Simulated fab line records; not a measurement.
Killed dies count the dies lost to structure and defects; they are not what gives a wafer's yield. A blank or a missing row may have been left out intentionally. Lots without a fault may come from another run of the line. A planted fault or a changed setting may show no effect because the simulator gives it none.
Split-lot study || flow gf180mcu || 5 lots, 23 wafers read, on a route of 602 steps

== ABOUT THE SPLIT ==
At GF_HV_LDD_DEVELOP_06 (develop time 60 s), the setting devTempC was moved away from the recipe's 23 C on 10 of the 23 wafers read, by -7.1% to +11.7%. All remaining wafers had this setting at the recipe value.

Between the split and the reading, the file records no step.

== THE READING ==
cdNm, in nm, at GF_HV_LDD_CD_MEAS_07 (target cd 400 nm). Fault-free wafers of this fab line usually give 400.7 nm, standard deviation 1.6 nm.

{"wafer": "L074.1", "tool, chamber at the split": "lithoTrack-01, 0", "devTempC as run, C": 24.2, "against the recipe": "+5.2%", "cdNm, nm": 395.5, "against lot-mates on the recipe": -4.5}
{"wafer": "L074.2", "tool, chamber at the split": "lithoTrack-01, 0", "devTempC as run, C": 24.2, "against the recipe": "+5.2%", "cdNm, nm": 397.9, "against lot-mates on the recipe": -2.1}
{"wafer": "L074.3", "tool, chamber at the split": "lithoTrack-01, 0", "devTempC as run, C": 23, "against the recipe": "recipe", "cdNm, nm": 400.7, "against lot-mates on the recipe": "-"}
{"wafer": "L074.4", "tool, chamber at the split": "lithoTrack-01, 0", "devTempC as run, C": 23, "against the recipe": "recipe", "cdNm, nm": 400.3, "against lot-mates on the recipe": "-"}
{"wafer": "L074.6", "tool, chamber at the split": "lithoTrack-01, 0", "devTempC as run, C": 23, "against the recipe": "recipe", "cdNm, nm": 399.0, "against lot-mates on the recipe": "-"}
{"wafer": "L077.1", "tool, chamber at the split": "lithoTrack-03, 0", "devTempC as run, C": 25.28, "against the recipe": "+9.9%", "cdNm, nm": 391.9, "against lot-mates on the recipe": -9.4}
{"wafer": "L077.2", "tool, chamber at the split": "lithoTrack-03, 0", "devTempC as run, C": 23, "against the recipe": "recipe", "cdNm, nm": 400.3, "against lot-mates on the recipe": "-"}
{"wafer": "L077.4", "tool, chamber at the split": "lithoTrack-03, 0", "devTempC as run, C": 25.28, "against the recipe": "+9.9%", "cdNm, nm": 392.6, "against lot-mates on the recipe": -8.7}
{"wafer": "L077.5", "tool, chamber at the split": "lithoTrack-03, 0", "devTempC as run, C": 25.28, "against the recipe": "+9.9%", "cdNm, nm": 391.3, "against lot-mates on the recipe": -10.0}
{"wafer": "L077.6", "tool, chamber at the split": "lithoTrack-03, 0", "devTempC as run, C": 23, "against the recipe": "recipe", "cdNm, nm": 402.3, "against lot-mates on the recipe": "-"}
{"wafer": "L081.2", "tool, chamber at the split": "lithoTrack-01, 0", "devTempC as run, C": 23, "against the recipe": "recipe", "cdNm, nm": 402.5, "against lot-mates on the recipe": "-"}
{"wafer": "L081.4", "tool, chamber at the split": "lithoTrack-01, 0", "devTempC as run, C": 23, "against the recipe": "recipe", "cdNm, nm": 402.3, "against lot-mates on the recipe": "-"}
{"wafer": "L081.6", "tool, chamber at the split": "lithoTrack-01, 0", "devTempC as run, C": 23, "against the recipe": "recipe", "cdNm, nm": 402.3, "against lot-mates on the recipe": "-"}
{"wafer": "L082.1", "tool, chamber at the split": "lithoTrack-01, 0", "devTempC as run, C": 23, "against the recipe": "recipe", "cdNm, nm": 402.3, "against lot-mates on the recipe": "-"}
{"wafer": "L082.3", "tool, chamber at the split": "lithoTrack-01, 0", "devTempC as run, C": 21.37, "against the recipe": "-7.1%", "cdNm, nm": 406.7, "against lot-mates on the recipe": "+6.3"}
{"wafer": "L082.4", "tool, chamber at the split": "lithoTrack-01, 0", "devTempC as run, C": 23, "against the recipe": "recipe", "cdNm, nm": 400.0, "against lot-mates on the recipe": "-"}
{"wafer": "L082.5", "tool, chamber at the split": "lithoTrack-01, 0", "devTempC as run, C": 21.37, "against the recipe": "-7.1%", "cdNm, nm": 403.9, "against lot-mates on the recipe": "+3.5"}
{"wafer": "L082.6", "tool, chamber at the split": "lithoTrack-01, 0", "devTempC as run, C": 23, "against the recipe": "recipe", "cdNm, nm": 398.8, "against lot-mates on the recipe": "-"}
{"wafer": "L085.1", "tool, chamber at the split": "lithoTrack-03, 0", "devTempC as run, C": 23, "against the recipe": "recipe", "cdNm, nm": 399.0, "against lot-mates on the recipe": "-"}
{"wafer": "L085.2", "tool, chamber at the split": "lithoTrack-03, 0", "devTempC as run, C": 25.68, "against the recipe": "+11.7%", "cdNm, nm": 390.0, "against lot-mates on the recipe": -9.9}
{"wafer": "L085.3", "tool, chamber at the split": "lithoTrack-03, 0", "devTempC as run, C": 25.68, "against the recipe": "+11.7%", "cdNm, nm": 390.2, "against lot-mates on the recipe": -9.7}
{"wafer": "L085.4", "tool, chamber at the split": "lithoTrack-03, 0", "devTempC as run, C": 23, "against the recipe": "recipe", "cdNm, nm": 400.7, "against lot-mates on the recipe": "-"}
{"wafer": "L085.6", "tool, chamber at the split": "lithoTrack-03, 0", "devTempC as run, C": 25.68, "against the recipe": "+11.7%", "cdNm, nm": 388.6, "against lot-mates on the recipe": -11.2}

THE FIT
A straight line over all 23 wafers: cdNm changes by -0.869 nm for each +1% of devTempC; r = -0.96; the points scatter about the line by 1.4 nm.
The same after taking each lot's own level away (the mean of its wafers on the recipe; 23 wafers): -0.854 nm for each +1%; r = -0.97; scatter 1.2 nm.
According to that fit, moving devTempC by its largest amount changes the reading by 10 nm.
The span of the lots' own levels, 399.85 to 402.37 nm, comes to 1.6 times the standard deviation stated above.
So the lot-to-lot level changes the slope little: the two slopes agree.
Check: with one of the wafers moved furthest among these (+11.7%) left out of the fit, the line predicts -10.2 nm for it against its lot-mates. It came out at -9.85 nm against them.

== FURTHER SPLITS ON THESE WAFERS ==
These wafers also went through other splits before the reading. Each is held against what the fit with the lots' levels taken away leaves over:
{"other split on the same wafers": "GF_STI_CVD_03 tempC", "wafers away from the commonest value": 10, "r with cdNm (lot level and that fit taken away)": "+0.18"}
{"other split on the same wafers": "GF_STI_SOFTBAKE_08 tempC", "wafers away from the commonest value": 5, "r with cdNm (lot level and that fit taken away)": "+0.02"}
{"other split on the same wafers": "GF_LVPWELL_COAT_02 spinRpm", "wafers away from the commonest value": 11, "r with cdNm (lot level and that fit taken away)": "+0.11"}
{"other split on the same wafers": "GF_LVPWELL_IMPLANT_08 doseCm2", "wafers away from the commonest value": 9, "r with cdNm (lot level and that fit taken away)": -0.06}
{"other split on the same wafers": "GF_MVPSD_STRIP_10 pressureMtorr", "wafers away from the commonest value": 18, "r with cdNm (lot level and that fit taken away)": -0.22}
{"other split on the same wafers": "GF_VT_IMPLANT_STRIP_31 pressureMtorr", "wafers away from the commonest value": 10, "r with cdNm (lot level and that fit taken away)": "+0.31"}
{"other split on the same wafers": "GF_POLY_GATE_COAT_05 resistThkNm", "wafers away from the commonest value": 9, "r with cdNm (lot level and that fit taken away)": -0.03}

== FILE'S OWN FIT ==
cdNm changes by -0.851 nm for each +1% of devTempC, r = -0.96.
